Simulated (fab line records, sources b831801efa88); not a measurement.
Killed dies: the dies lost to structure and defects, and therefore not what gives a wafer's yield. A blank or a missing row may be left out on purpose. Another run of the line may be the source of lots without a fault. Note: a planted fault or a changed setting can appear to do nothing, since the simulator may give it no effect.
fab line records	flow sky130
[record] lots = 5	wafers = 15	lastDay = 50
route steps=708 shown METAL2@497 VIA2@507 METAL3@532 CAPM@537 PAD_OPEN@708
lots that met no fault: taken from a fault-free run of the same line
startH: hours from the record's opening day to when the first of the lot's shown wafers began	waitH: time in hours since the lot's previous step	" identical to the entry in the row above	L1.1+2: a single row standing in for several wafers	- no value, or no start given	* or withheld: withheld	< > ~ a bound
route shown NAME@n: a module of which the file shows steps, and the number in the route of the first	usual: average and standard deviation across the fault-free wafers	same: alike in all rows	chamber/n: place in a boat	sites: each site's reading	_std_site: the standard deviation of these	_edge_site: inner sites' mean taken away from outer sites' mean	radiusMm: how far each site lies from the wafer's centre	mask NAME#n: copy n	behind: the most recent tool/chamber to have shaped the wafer	hold: what put the lot on hold/how long, in hours/how the hold closed	device: the transistor (n, p or np) that didn't switch	end of line: the same wafers' tests at the end of the route	a step with no rows: only its recipe	killed: count of dies lost to structure and defects at first sort (not the wafer's yield)	map: a wafer's dies, marking killed ones x, the rest . and places with no die _
set.NAME: setting as actually run; set.NAME@STEP: the setting as run at that earlier step	model.NAME: the simulator's own value behind a step, which no gauge read
lots seen at some steps along the route; tables by step, rows by wafer
services: the hour from which a tool's chamber was out of use, counted from the record's first day as startH (under 0 if before that day), plus the number of hours and why
[[steps]]
[step SKY_METAL2_DEVELOP_14]
[recipe] developTimeS = 60	resist = KrF-thick	devTempC = 21
[step SKY_METAL2_CD_MEAS_15]
[recipe] targetCdNm = 140
[usual] cdNm = 140.0/1.5
lot.wafer	tool	chamber	startH	waitH	cdNm
L699.1	cdSem-02	-	851.75	-	143.2
L699.4	"	-	"	"	141.6
L699.6	"	-	"	"	140.0
L707.1	cdSem-01	-	910.61	-	139.4
L707.3	"	-	"	"	139.9
L707.4	"	-	"	"	141.0
L711.1	cdSem-01	-	937.57	-	139.5
L711.2	"	-	"	"	138.5
L711.6	"	-	"	"	136.8
L718.2	cdSem-02	-	987.44	-	143.1
L718.5	"	-	"	"	142.5
L718.6	"	-	"	"	141.7
L719.1	cdSem-02	-	988.07	-	140.5
L719.5	"	-	"	"	139.7
L719.6	"	-	"	"	139.5
[step SKY_METAL2_OVL_MEAS_16]
[usual] METAL2_OVL = 1/5.2
lot.wafer	tool	chamber	startH	waitH	METAL2_OVL[nm]
L699.1	overlay-01	-	851.87	0.1	-6
L699.4	"	-	"	"	-3
L699.6	"	-	"	"	0
L707.1	overlay-02	-	910.73	0.1	5
L707.3	"	-	"	"	-3
L707.4	"	-	"	"	9
L711.1	overlay-01	-	937.69	0.1	2
L711.2	"	-	"	"	-3
L711.6	"	-	"	"	1
L718.2	overlay-02	-	987.55	0.1	5
L718.5	"	-	"	"	-2
L718.6	"	-	"	"	3
L719.1	overlay-01	-	988.19	0.1	0
L719.5	"	-	"	"	2
L719.6	"	-	"	"	-3
[step SKY_METAL2_DESCUM_17]
[recipe] chemistry = O2	sourcePowerW = 150	biasPowerW = 0	pressureMtorr = 10	tempC = 40	timeS = 8
[step SKY_METAL2_ETCH_18]
[recipe] chemistry = N2/H2	target = BARC	ionEnergyEv = 200	biasW = 100	pressureMtorr = 30	n2FlowSccm = 100	h2FlowSccm = 200	icpW = 500	stopOn = SiO2	timeS = 45.9	targetDepthA = 600
[step SKY_METAL2_METAL_ETCH_19]
[recipe] targetDepthA = 3600	stopOn = SiO2	overEtchFrac = 0.3	timeS = 78	chemistry = Cl2/BCl3	resistSidewallDeg = 88	pressureMtorr = 10	icpW = 900	biasW = 48.5	Cl2_flow_sccm = 60	bcl3FlowSccm = 30
[step SKY_METAL2_STRIP_20]
[recipe] chemistry = O2/N2	powerW = 1400	pressureMtorr = 1500	platenTempC = withheld	o2FlowSccm = 3000	n2FlowSccm = 300	overashFraction = 0.5
[step SKY_METAL2_STRIP_21]
[recipe] chemistry = postEtchResidueRemover	timeS = 1200	tempC = 72.5
[step SKY_METAL2_CLEAN_22]
[recipe] chemistry = IPA	timeS = 180	tempC = 25
[step SKY_METAL2_CLEAN_23]
[recipe] chemistry = O3/DIW	dry = n2Spin
[step SKY_VIA2_HDPCVD_00]
[recipe] material = SiO2	targetThkNm = 1180	sigmaOpenFrac = 0.3	timeS = 196.7	tempC = 400	sih4FlowSccm = 60	pressureMtorr = 6
[step SKY_VIA2_THK_MEAS_01]
[recipe] reads = SiO2_of_VIA2_HDPCVD_00
[usual] VIA2_HDPCVD_THK = 1175/11
lot.wafer	tool	chamber	startH	waitH	VIA2_HDPCVD_THK[nm]
L699.1	filmMetro-04	-	852.81	0.1	1182
L699.4	"	-	"	"	1173
L699.6	"	-	"	"	1174
L707.1	filmMetro-01	-	911.66	0.1	1161
L707.3	"	-	"	"	1184
L707.4	"	-	"	"	1177
L711.1	filmMetro-02	-	938.82	0.1	1172
L711.2	"	-	"	"	1171
L711.6	"	-	"	"	1185
L718.2	filmMetro-04	-	988.49	0.1	1179
L718.5	"	-	"	"	1176
L718.6	"	-	"	"	1162
L719.1	filmMetro-02	-	989.13	0.1	1178
L719.5	"	-	"	"	1165
L719.6	"	-	"	"	1173
[step SKY_VIA2_CMP_02]
[recipe] material = SiO2	downForcePsi = 4	platenRpm = 60	padVelocityMS = 0.94248
[usual] edgeZonePressureFrac = 1.000/0.0047	headPressurePsi = 4.000/0.0086	motorCurrentA = 11.5/1.1	retainingRingPressureFrac = 1.000/0.0057	slurryFilterDpKPa = 13.48/0.12
lot.wafer	tool	chamber	startH	waitH	edgeZonePressureFrac	headPressurePsi	motorCurrentA	retainingRingPressureFrac	slurryFilterDpKPa	model.SiO2_of_VIA2_HDPCVD_00.thkNm
L699.1	cmp-02	2	852.97	0.1	1.001	3.999	9.4	1.000	13.40	494.7
L699.4	"	3	"	"	0.987	4.017	10.7	1.004	13.52	495.7
L699.6	"	1	"	"	0.999	4.002	12.2	0.999	13.59	495.7
L707.3	cmp-01	0	911.72	0.0	0.999	4.010	13.0	0.988	13.44	495.6
L707.1	"	1	"	"	1.005	4.004	11.3	1.004	13.34	457.3
L707.4	"	2	"	"	1.007	4.004	10.2	1.000	13.38	458
L711.1	cmp-02	3	938.98	0.1	1.007	3.990	10.7	0.994	13.41	495.1
L711.2	"	0	"	"	1.000	4.005	12.0	1.006	13.34	497.3
L711.6	"	2	"	"	1.000	4.006	9.6	1.005	13.52	494.8
L718.2	cmp-02	0	988.69	0.2	0.989	3.995	12.5	1.000	13.67	495.9
L718.5	"	1	"	"	1.000	4.003	12.0	0.988	13.32	494.3
L718.6	"	2	"	"	1.000	3.996	10.0	1.013	13.57	494.6
L719.1	cmp-01	3	989.35	0.2	1.005	4.013	11.4	1.002	13.54	494
L719.5	"	1	"	"	1.009	3.998	11.5	1.003	13.31	494.7
L719.6	"	2	"	"	0.995	3.987	10.5	0.995	13.31	495.4
[step SKY_VIA2_BOW_MEAS_03]
[recipe] mode = bow
[usual] VIA2_BOW = 86/7.8
lot.wafer	tool	chamber	startH	waitH	VIA2_BOW[um]
L699.1	filmMetro-01	-	853.17	0.1	102
L699.4	"	-	"	"	96
L699.6	"	-	"	"	92
L707.1	filmMetro-02	-	912.02	0.2	84
L707.3	"	-	"	"	87
L707.4	"	-	"	"	82
L711.1	filmMetro-02	-	939.18	0.1	88
L711.2	"	-	"	"	90
L711.6	"	-	"	"	97
L718.2	filmMetro-04	-	988.86	0.1	98
L718.5	"	-	"	"	88
L718.6	"	-	"	"	89
L719.1	filmMetro-02	-	989.55	0.1	83
L719.5	"	-	"	"	84
L719.6	"	-	"	"	95
[step SKY_VIA2_DEHYDRATE_04]
[recipe] tempC = 200	timeS = 60
[step SKY_VIA2_HMDS_05]
[recipe] primeTimeS = 60	primeTempC = 120
[step SKY_VIA2_COAT_06]
[recipe] resist = BARC	tempC = withheld	timeS = withheld	spinRpm = 3000	resistThkNm = 60
[step SKY_VIA2_COAT_07]
[recipe] resist = KrF-thick	spinRpm = 3000	resistThkNm = 450
[step SKY_VIA2_SOFTBAKE_08]
[recipe] tempC = 100	timeS = 90	resist = KrF-thick
[step SKY_VIA2_EXPOSE_09]
[recipe] maskId = VIM2	na = 0.8	sourceShape = annular	sigmaInner = 0.55	sigmaOuter = 0.85	targetCdNm = 200	doseMj = 38
[step SKY_VIA2_PEB_10]
[recipe] pebTempC = withheld	pebTimeS = withheld	resist = KrF-thick
[step SKY_VIA2_DEVELOP_11]
[recipe] developTimeS = 60	resist = KrF-thick	devTempC = 21
[step SKY_VIA2_CD_MEAS_12]
[recipe] targetCdNm = 200
[usual] cdNm = 199.4/1.3
lot.wafer	tool	chamber	startH	waitH	cdNm
L699.1	cdSem-02	-	879.32	-	199.9
L699.4	"	-	"	"	200.7
L699.6	"	-	"	"	200.6
L707.1	cdSem-02	-	936.87	-	196.0
L707.3	"	-	"	"	196.8
L707.4	"	-	"	"	198.0
L711.1	cdSem-01	-	962.77	-	199.4
L711.2	"	-	"	"	200.8
L711.6	"	-	"	"	200.1
L718.2	cdSem-01	-	1012.33	-	199.0
L718.5	"	-	"	"	198.7
L718.6	"	-	"	"	198.8
L719.1	cdSem-01	-	1013.30	-	197.0
L719.5	"	-	"	"	197.2
L719.6	"	-	"	"	198.7
[step SKY_VIA2_OVL_MEAS_13]
[usual] VIA2_OVL = 7/5.2
lot.wafer	tool	chamber	startH	waitH	VIA2_OVL[nm]
L699.1	overlay-02	-	879.44	0.1	8
L699.4	"	-	"	"	16
L699.6	"	-	"	"	9
L707.1	overlay-02	-	936.99	0.1	13
L707.3	"	-	"	"	7
L707.4	"	-	"	"	11
L711.1	overlay-02	-	962.89	0.1	5
L711.2	"	-	"	"	7
L711.6	"	-	"	"	3
L718.2	overlay-02	-	1012.43	0.1	13
L718.5	"	-	"	"	11
L718.6	"	-	"	"	16
L719.1	overlay-02	-	1013.42	0.1	17
L719.5	"	-	"	"	12
L719.6	"	-	"	"	12
[step SKY_VIA2_ETCH_14]
[recipe] chemistry = N2/H2	target = BARC	ionEnergyEv = 200	sourceW = 500	biasW = 100	pressureMtorr = 30	n2FlowSccm = 100	h2FlowSccm = 200	stopOn = SiO2	timeS = 45.9	targetDepthA = 600
[step SKY_VIA2_ETCH_15]
[recipe] target = SiO2	chemistry = C4F8/O2/Ar	targetDepthNm = 546	stopOn = TiN	maskMaterial = KrF-thick	sourceW = 1500	biasW = 1200	pressureMtorr = 40	c4f8FlowSccm = withheld	O2_flow_sccm = 6	Ar_flow_sccm = 300	timeS = 84
[usual] oesProductAu = 0.939/0.0045
[same] timeS = 84
lot.wafer	tool	chamber	startH	waitH	oesProductAu	rfHoursCounterH	model.VIA2.featureDepthNm	model.etch.depthNm
L699.1	rieDiel-02	1	879.52	0.0	0.938	20	494.7	494.7
L699.4	"	3	"	"	0.935	8	495.7	495.7
L699.6	"	2	"	"	0.936	-	495.7	495.7
L707.1	rieDiel-02	0	937.07	0.0	0.895	11	457.3	457.3
L707.3	"	3	"	"	0.941	9	495.6	495.6
L707.4	"	1	"	"	0.894	22	458	458
L711.1	rieDiel-03	2	962.97	0.0	0.935	6	495.1	495.1
L711.2	"	0	"	"	0.943	18	497.3	497.3
L711.6	"	1	"	"	0.945	-	494.8	494.8
L718.2	rieDiel-02	0	1012.50	0.0	0.945	13	495.9	495.9
L718.5	"	0	"	"	0.934	-	494.3	494.3
L718.6	"	1	"	"	0.939	-	494.6	494.6
L719.1	rieDiel-01	1	1013.50	0.0	0.935	6	494	494
L719.5	"	3	"	"	0.938	-	494.7	494.7
L719.6	"	0	"	"	0.935	-	495.4	495.4
[step SKY_VIA2_STRIP_16]
[recipe] chemistry = O2/N2	powerW = 1400	pressureMtorr = 1500	platenTempC = withheld	o2FlowSccm = 3000	n2FlowSccm = 300	overashFraction = 0.5
[usual] drypumpMotorCurrentA = 5.4/0.3	o2FlowSccm = 3000/7.9	oesProductAu = 0.399/0.0043	stripTimeToEndpointS = 4.051/0.026
lot.wafer	tool	chamber	startH	waitH	drypumpMotorCurrentA	o2FlowSccm	oesProductAu	rfHoursCounterH	stripTimeToEndpointS
L699.1	plasmaAsher-02	1	879.58	0.0	5.7	3011	0.401	12	4.056
L699.4	"	1	"	"	5.8	3001	0.398	-	4.030
L699.6	"	0	"	"	5.0	3008	0.403	-	4.097
L707.1	plasmaAsher-04	0	937.13	0.0	5.1	2997	0.397	114	4.037
L707.3	"	1	"	"	5.8	2989	0.399	-	4.036
L707.4	"	0	"	"	5.1	2994	0.396	-	4.019
L711.1	plasmaAsher-04	1	963.03	0.0	5.9	3008	0.393	118	4.034
L711.2	"	0	"	"	5.1	2994	0.404	118	4.035
L711.6	"	1	"	"	5.8	3000	0.405	-	4.028
L718.2	plasmaAsher-02	0	1012.57	0.0	5.1	2989	0.398	22	4.068
L718.5	"	0	"	"	5.1	3004	0.398	-	4.066
L718.6	"	1	"	"	5.7	2995	0.398	-	3.997
L719.1	plasmaAsher-03	0	1013.56	0.0	5.2	2995	0.398	90	4.014
L719.5	"	1	"	"	5.2	2987	0.394	-	4.005
L719.6	"	0	"	"	5.3	3006	0.397	-	4.084
[step SKY_VIA2_STRIP_17]
[recipe] chemistry = postEtchResidueRemover	timeS = 1200	tempC = 72.5
[step SKY_VIA2_CLEAN_18]
[recipe] chemistry = IPA	timeS = 180	tempC = 25
[step SKY_VIA2_CLEAN_19]
[recipe] chemistry = O3/DIW	dry = n2Spin
[step SKY_VIA2_SPUTTER_20]
[recipe] material = TiN	targetThkNm = 20	chamberPressurePa = 5	powerW = 4000	timeS = 80
[usual] chamberPressurePa = 5.001/0.0087	throttleValvePct = 29.7/0.8
[same] timeS = 80
lot.wafer	tool	chamber	startH	waitH	chamberPressurePa	throttleValvePct
L699.1	pvdSputter-02	-	880.22	0.0	4.984	30.3
L699.4	"	-	"	"	5.006	29.3
L699.6	"	-	"	"	5.010	29.3
L707.1	pvdSputter-02	-	937.73	0.0	5.017	29.8
L707.3	"	-	"	"	4.997	29.3
L707.4	"	-	"	"	5.010	29.2
L711.1	pvdSputter-02	-	963.63	0.0	5.004	28.9
L711.2	"	-	"	"	5.001	29.2
L711.6	"	-	"	"	5.006	29.1
L718.2	pvdSputter-03	-	1013.20	0.0	5.001	29.3
L718.5	"	-	"	"	5.011	29.3
L718.6	"	-	"	"	5.005	29.0
L719.1	pvdSputter-03	-	1014.18	0.0	5.001	30.0
L719.5	"	-	"	"	5.007	29.3
L719.6	"	-	"	"	4.999	29.1
[step SKY_VIA2_CVD_21]
[recipe] material = W	targetThkNm = 420	timeS = 126.4	tempC = 400	pressureTorr = 40
[step SKY_VIA2_RS_MEAS_22]
[recipe] thkMeasGauge = four-point-probe	reads = W_of_VIA2_CVD_21+TiN_of_VIA2_SPUTTER_20
[usual] VIA2_W_RS = 0.2759/0.0027
lot.wafer	tool	chamber	startH	waitH	VIA2_W_RS[ohm/sq]
L699.1	filmMetro-01	-	880.41	0.1	0.2769
L699.4	"	-	"	"	0.2841
L699.6	"	-	"	"	0.2780
L707.1	filmMetro-02	-	937.93	0.1	0.2730
L707.3	"	-	"	"	0.2761
L707.4	"	-	"	"	0.2727
L711.1	filmMetro-04	-	963.82	0.1	0.2800
L711.2	"	-	"	"	0.2802
L711.6	"	-	"	"	0.2807
L718.2	filmMetro-02	-	1013.41	0.1	0.2782
L718.5	"	-	"	"	0.2759
L718.6	"	-	"	"	0.2742
L719.1	filmMetro-04	-	1014.38	0.1	0.2778
L719.5	"	-	"	"	0.2740
L719.6	"	-	"	"	0.2732
[step SKY_VIA2_THK_MEAS_23]
[recipe] thkMeasGauge = xrf	reads = W_of_VIA2_CVD_21
[usual] VIA2_W_THK = 418/10
lot.wafer	tool	chamber	startH	waitH	VIA2_W_THK[nm]
L699.1	filmMetro-01	-	880.53	0.1	427
L699.4	"	-	"	"	414
L699.6	"	-	"	"	422
L707.1	filmMetro-02	-	938.05	0.1	423
L707.3	"	-	"	"	419
L707.4	"	-	"	"	422
L711.1	filmMetro-04	-	963.94	0.1	405
L711.2	"	-	"	"	410
L711.6	"	-	"	"	406
L718.2	filmMetro-02	-	1013.52	0.1	418
L718.5	"	-	"	"	420
L718.6	"	-	"	"	424
L719.1	filmMetro-04	-	1014.50	0.1	411
L719.5	"	-	"	"	417
L719.6	"	-	"	"	420
[step SKY_VIA2_CMP_24]
[recipe] stopOn = SiO2	tOverpolishS = 20	downForcePsi = 3.5	platenRpm = 60	targetThkNm = 0	padVelocityMS = 0.94248
[step SKY_METAL3_SPUTTER_00]
[recipe] material = Ti	targetThkNm = 15	powerW = 3000	timeS = 10	chamberPressurePa = 0.4
[step SKY_METAL3_SPUTTER_01]
[recipe] material = TiN	targetThkNm = 20	powerW = 6500	timeS = 16.7	chamberPressurePa = 0.4
[usual] chamberPressurePa = 0.4000/0.00081	throttleValvePct = 29.7/0.85
[same] timeS = 16.7
lot.wafer	tool	chamber	startH	waitH	chamberPressurePa	throttleValvePct
L699.1	pvdSputter-01	-	880.91	0.0	0.3995	30.9
L699.4	"	-	"	"	0.4013	30.8
L699.6	"	-	"	"	0.4006	30.7
L707.1	pvdSputter-04	-	938.43	0.0	0.3998	30.1
L707.3	"	-	"	"	0.4011	28.7
L707.4	"	-	"	"	0.3997	27.7
L711.1	pvdSputter-03	-	964.33	0.0	0.4008	29.4
L711.2	"	-	"	"	0.3997	29.1
L711.6	"	-	"	"	0.3998	29.8
L718.2	pvdSputter-04	-	1013.89	0.0	0.4001	27.6
L718.5	"	-	"	"	0.4002	31.0
L718.6	"	-	"	"	0.3995	27.9
L719.1	pvdSputter-03	-	1015.21	0.0	0.4013	29.8
L719.5	"	-	"	"	0.4002	28.9
L719.6	"	-	"	"	0.4003	30.0
[step SKY_METAL3_SPUTTER_02]
[recipe] material = AlCu	targetThkNm = 735	powerW = 10600	timeS = 39.1	chamberPressurePa = 0.4
[step SKY_METAL3_SPUTTER_03]
[recipe] material = Ti	targetThkNm = 5	powerW = 3000	timeS = 3.3	chamberPressurePa = 0.4
[usual] chamberPressurePa = 0.4000/0.00084	throttleValvePct = 29.7/0.85
[same] timeS = 3.3
lot.wafer	tool	chamber	startH	waitH	chamberPressurePa	throttleValvePct
L699.1	pvdSputter-01	-	880.97	0.0	0.4000	30.9
L699.4	"	-	"	"	0.3985	30.8
L699.6	"	-	"	"	0.3982	30.5
L707.1	pvdSputter-04	-	938.49	0.0	0.3994	30.1
L707.3	"	-	"	"	0.4007	28.4
L707.4	"	-	"	"	0.4000	27.5
L711.1	pvdSputter-03	-	964.39	0.0	0.4004	29.4
L711.2	"	-	"	"	0.4005	29.2
L711.6	"	-	"	"	0.4005	29.7
L718.2	pvdSputter-04	-	1013.95	0.0	0.4001	27.6
L718.5	"	-	"	"	0.4028	31.0
L718.6	"	-	"	"	0.4003	27.5
L719.1	pvdSputter-03	-	1015.27	0.0	0.3996	29.6
L719.5	"	-	"	"	0.3988	29.0
L719.6	"	-	"	"	0.3992	30.0
[step SKY_METAL3_SPUTTER_04]
[recipe] material = TiN	targetThkNm = 70	powerW = 6500	timeS = 58.3	chamberPressurePa = 0.4
[usual] chamberPressurePa = 0.4000/0.00083	throttleValvePct = 29.7/0.86
[same] timeS = 58.3
lot.wafer	tool	chamber	startH	waitH	chamberPressurePa	throttleValvePct
L699.1	pvdSputter-01	-	880.99	0.0	0.3988	30.8
L699.4	"	-	"	"	0.3995	30.7
L699.6	"	-	"	"	0.4003	30.9
L707.1	pvdSputter-04	-	938.51	0.0	0.4003	30.1
L707.3	"	-	"	"	0.3989	28.5
L707.4	"	-	"	"	0.3988	27.6
L711.1	pvdSputter-03	-	964.41	0.0	0.4015	29.6
L711.2	"	-	"	"	0.3991	29.3
L711.6	"	-	"	"	0.4005	29.6
L718.2	pvdSputter-04	-	1013.97	0.0	0.4009	28.0
L718.5	"	-	"	"	0.4002	31.2
L718.6	"	-	"	"	0.4012	27.6
L719.1	pvdSputter-03	-	1015.29	0.0	0.3992	29.7
L719.5	"	-	"	"	0.4003	29.2
L719.6	"	-	"	"	0.3996	29.7
[step SKY_CAPM_CVD_00]
[recipe] material = SiO2	targetThkNm = 15.5	tempC = 400	timeS = withheld	rfW = 450
[step SKY_CAPM_THK_MEAS_01]
[recipe] reads = SiO2_of_CAPM_CVD_00
[usual] CAPM_CVD_00_THK = 15.47/0.2
lot.wafer	tool	chamber	startH	waitH	CAPM_CVD_00_THK[nm]
L699.1	filmMetro-04	-	881.06	-	15.45
L699.4	"	-	"	"	15.91
L699.6	"	-	"	"	15.87
L707.1	filmMetro-04	-	938.58	-	15.45
L707.3	"	-	"	"	15.25
L707.4	"	-	"	"	15.76
L711.1	filmMetro-04	-	964.48	-	15.26
L711.2	"	-	"	"	15.21
L711.6	"	-	"	"	15.37
L718.2	filmMetro-04	-	1014.05	-	15.53
L718.5	"	-	"	"	15.68
L718.6	"	-	"	"	15.87
L719.1	filmMetro-03	-	1015.37	-	15.26
L719.5	"	-	"	"	15.44
L719.6	"	-	"	"	15.57
[step SKY_METAL3_METAL_ETCH_18]
[recipe] targetDepthA = 8450	stopOn = SiO2	overEtchFrac = 0.3	timeS = 183.1	chemistry = Cl2/BCl3	resistSidewallDeg = 88	pressureMtorr = 10	icpW = 900	biasW = 48.5	Cl2_flow_sccm = 60	bcl3FlowSccm = 30
[usual] bcl3FlowSccm = 30.02/0.079	drypumpMotorCurrentA = 5.2/0.52	oesProductAu = 0.865/0.0066	throttleValvePct = 22.263/0.0091
[same] timeS = 183.1
lot.wafer	tool	chamber	startH	waitH	bcl3FlowSccm	drypumpMotorCurrentA	oesProductAu	rfHoursCounterH	throttleValvePct	model.SiO2_of_VIA2_HDPCVD_00.thkNm
L699.1	rieMetal-01	1	932.67	0.0	29.97	5.4	0.864	6	22.272	464.8
L699.4	"	1	"	"	29.99	5.4	0.856	-	22.261	466.2
L699.6	"	1	"	"	29.81	5.4	0.857	-	22.264	466
L707.1	rieMetal-01	1	987.95	0.0	30.07	5.4	0.862	8	22.269	427.4
L707.3	"	1	"	"	30.03	5.4	0.858	-	22.269	466.1
L707.4	"	0	"	"	30.11	5.2	0.875	-	22.241	428.3
L711.1	rieMetal-02	0	1013.18	0.0	29.92	5.0	0.879	14	22.256	465.6
L711.2	"	1	"	"	30.01	6.4	0.853	3	22.260	467.7
L711.6	"	1	"	"	30.07	6.4	0.871	-	22.277	465
L718.2	rieMetal-01	1	1060.60	0.0	29.97	5.4	0.865	13	22.264	466.1
L718.5	"	1	"	"	30.02	5.4	0.867	-	22.258	464.3
L718.6	"	0	"	"	30.02	5.2	0.874	-	22.272	465
L719.1	rieMetal-01	1	1062.11	0.0	30.11	5.4	0.864	13	22.275	464.3
L719.5	"	0	"	"	30.02	5.2	0.851	-	22.261	465.2
L719.6	"	1	"	"	30.01	5.4	0.859	-	22.259	465.4
[step SKY_PAD_OPEN_PROBE_99]
[usual] defectLimitedYield = 82.6/1.8	killed_at_M0_to_M3 = 43/6.6	killed_at_M4_up = 2.9/1.6	killedAtContacts = 24/4.9	killedAtFrontEnd = 15/4.5	killedAtOther = 0.2/0.45	killedDies = 86/8.8	killedOpen = 48/6.4	killedShort = 38/5.6	sort_bin_3_pad_short = 0.8/0.38	sort_bin_5_function = 10.2/1.4	sort_bin_6_memory = 6.4/1.1	sortNPass = 406/8.8	sortYieldPct = 82.6/1.8
[same] grossDies = 492	killedAtBackSide = 0	sort_bin_4_leakage[%] = 0	sort_bin_8_speed[%] = 0
lot.wafer	tool	chamber	startH	waitH	defectLimitedYield[%]	killed_at_M0_to_M3	killed_at_M4_up	killedAtContacts	killedAtFrontEnd	killedAtOther	killedDies	killedOpen	killedShort	sort_bin_3_pad_short[%]	sort_bin_5_function[%]	sort_bin_6_memory[%]	sortNPass	sortYieldPct[%]
L707.1	prober-02	-	1149.58	0.1	82.9	37	2	28	17	0	84	40	44	1.0	11.2	4.9	408	82.9
L707.4	prober-02	-	1149.73	0.2	80.5	52	4	24	16	0	96	53	43	1.0	12.2	6.3	396	80.5
// killed by level:class
L707.1 CONTACT:geometricParticle:open=9 LI_CONTACT:geometricParticle:open=6 LOCAL_INTERCONNECT:geometricParticle:short=6 CONTACT:geometricParticle:short=6 VIA1:geometricParticle:open=6 VIA1:geometricParticle:short=5 METAL3:geometricParticle:short=5 FIELD_ISO:geometricParticle:short=4
L707.4 VIA1:geometricParticle:open=13 VIA3:geometricParticle:open=9 METAL2:geometricParticle:short=7 CONTACT:geometricParticle:short=7 LI_CONTACT:geometricParticle:open=6 CONTACT:geometricParticle:open=6 VIA2:geometricParticle:open=6 FIELD_ISO:geometricParticle:open=4
[[services]]
tool	chamber	startH	hours	kind
pvdSputter-01	-	832.34	1.9	repair
cmp-02	-	834.81	2.2	repair
plasmaAsher-02	-	844.87	4.4	repair
rieMetal-01	1	886.97	13.6	repair
plasmaAsher-02	-	907.51	1.2	repair
cmp-02	-	912.13	4.0	pm
pvdSputter-04	-	914.20	7.8	repair
pvdSputter-03	-	914.28	8.7	repair
cmp-02	-	916.07	0.6	repair
pvdSputter-01	-	916.24	2.6	repair
rieDiel-02	2	946.10	2.4	repair
pvdSputter-03	-	955.17	2.2	repair
pvdSputter-04	-	970.04	1.4	repair
pvdSputter-02	-	972.47	2.1	repair
pvdSputter-04	-	985.09	1.1	repair
pvdSputter-04	-	989.58	3.3	repair
rieDiel-02	3	993.78	1.5	repair
pvdSputter-01	-	994.09	2.0	repair
rieDiel-02	0	994.21	11.4	repair
cmp-02	-	997.62	0.3	repair
cmp-02	-	1039.99	4.5	pm
rieDiel-02	0	1044.57	1.6	repair
rieDiel-02	1	1051.59	2.6	repair
rieDiel-02	3	1060.51	4.9	repair
[[key]]
[firstSign] step = SKY_VIA2_ETCH_15	reading = oesProductAu	direction = down	sigmas = 9.9	usual = 0.939	struck = 0.895
effect none on later readings
[modelEffect] step = SKY_VIA2_CMP_02	value = SiO2_of_VIA2_HDPCVD_00.thkNm	without = 494.8	struck = 457.7
[modelEffect] step = SKY_VIA2_ETCH_15	value = VIA2.featureDepthNm	without = 494.8	struck = 457.7
[modelEffect] step = SKY_METAL3_METAL_ETCH_18	value = SiO2_of_VIA2_HDPCVD_00.thkNm	without = 465	struck = 427.9
metAt SKY_VIA2_CMP_02
struckWafers L707.1,L707.4
[fault] kind = processParameterDrift	tool = cmp-01	chamber = -	onsetH = 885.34	steps = SKY_VIA2_CMP_02	channel = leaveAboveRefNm	offset = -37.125	shape = step	endH = 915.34	scope = struckWafersOnly	actsIn = theseRecipesOnly	stated = 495
